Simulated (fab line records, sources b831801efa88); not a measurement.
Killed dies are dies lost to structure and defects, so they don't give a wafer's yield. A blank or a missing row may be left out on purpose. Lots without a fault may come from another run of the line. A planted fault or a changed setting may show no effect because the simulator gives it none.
A struck lot beside a sound one | flow sky130 | 14 steps out of a route of 708
Sound: wafers L481.2, L481.4, L481.6. Struck: wafers L490.2, L490.4, L490.6. The cause comes at the end.
At each step with rows: each side's tool, then ch and its chambers, then its first start. Under that, the readings that differ: sound wafers | struck wafers | difference of the means | sigmas: that difference in standard deviations of wafers without a fault.
alike: readings whose means differ by less than 2 such deviations, and words and numbers that are the same on both sides. not compared: withheld readings, readings that some wafer has no value for, bounds like >300 that may hide the same value, and numbers for which the record gives no deviation and whose values overlap.
The two part at a step that has a row with sigmas, a row that says differs or no value, or rows on one side only. Numbers that don't overlap but have no deviation are shown without sigmas and don't part them. A reading that every wafer of one side lacks parts them only if that side has two wafers or more.

first, 3 steps without rows for these wafers: SKY_CONTACT_EXPOSE_11 (exposes mask CTM1, target cd 170 nm); SKY_CONTACT_PEB_12; SKY_CONTACT_DEVELOP_13 (develop time 60 s).
SKY_CONTACT_CD_MEAS_14: target cd 170 nm.
  sound on cd_sem-02, day 32 19:46; struck on cd_sem-02, day 36 06:02
  alike: cd_nm
SKY_CONTACT_OVL_MEAS_15:
  sound on overlay-01, day 32 19:52; struck on overlay-01, day 36 06:08
  alike: CONTACT_OVL
SKY_CONTACT_ETCH_16: etches BARC in N2/H2, stops on SiO2, time 45.9 s, target depth 60 nm.
  sound on rie_diel-03 ch 1,3, day 32 19:54; struck on rie_diel-01 ch 1,2,3, day 36 06:10
  alike: drypump_motor_current_A, oes_product_au, throttle_valve_pct
  not compared: rf_hours_counter_h
SKY_CONTACT_ETCH_17: etches SiO2 in C4F8/O2/Ar, stops on Si3N4, target depth 340 nm.
  sound on rie_diel-03 ch 1,3, day 32 19:57; struck on rie_diel-01 ch 1,2,3, day 36 06:13
  alike: oes_product_au
SKY_CONTACT_ETCH_18: etches Si3N4 in CHF3/O2, stops on TiN, time 39 s, target depth 75 nm.
  sound on rie_diel-03 ch 1,3; struck on rie_diel-01 ch 1,2,3
  alike: drypump_motor_current_A, oes_product_au, throttle_valve_pct
  not compared: rf_hours_counter_h
SKY_CONTACT_STRIP_19: strips in O2/N2.
  sound on plasma_asher-04 ch 0,1, day 32 20:02; struck on plasma_asher-02 ch 0,1, day 36 06:19
  alike: drypump_motor_current_A, oes_product_au, strip_time_to_endpoint_s
  not compared: rf_hours_counter_h
then, 3 steps without rows for these wafers: SKY_CONTACT_STRIP_20 (strips in post etch residue remover, time 1200 s); SKY_CONTACT_CLEAN_21 (cleans in IPA, time 180 s); SKY_CONTACT_CLEAN_22 (cleans in O3/DIW).
SKY_CONTACT_SPUTTER_23: material TiN, target thk 20 nm, time 80 s.
  sound on pvd_sputter-04, day 32 20:38; struck on pvd_sputter-04, day 36 06:54
  reading                                     | sound             | struck            | difference | sigmas
  chamber_pressure_pa (Pa)                    | 4.997 4.975 4.987 | 5.176 5.183 5.177 | +0.192     | +17
  model.TiN_of_CONTACT_SPUTTER_23.thk_nm (nm) | 19.86 19.83 19.88 | 18.91 18.83 18.99 | -0.95      |
  alike: throttle_valve_pct
SKY_CONTACT_CVD_24: deposits W, target thk 340 nm, time 102.12 s.
  sound on cvd_w-01 ch 1, day 32 20:41; struck on cvd_w-02 ch 0,1, day 36 06:58
  reading            | sound       | struck      | difference | sigmas
  heater_power_w (W) | 745 766 803 | 941 912 883 | +141       | +3
  alike: chamber_pressure_Torr

WHERE THEY PART
First at SKY_CONTACT_SPUTTER_23; last, within this record, at SKY_CONTACT_CVD_24.

WHY: what the simulator had put in
Process parameter drift: pvd_sputter-04, from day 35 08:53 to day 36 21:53, at SKY_CONTACT_SPUTTER_23. Setting chamber_pressure_pa, moved by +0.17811, from 5. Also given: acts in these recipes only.
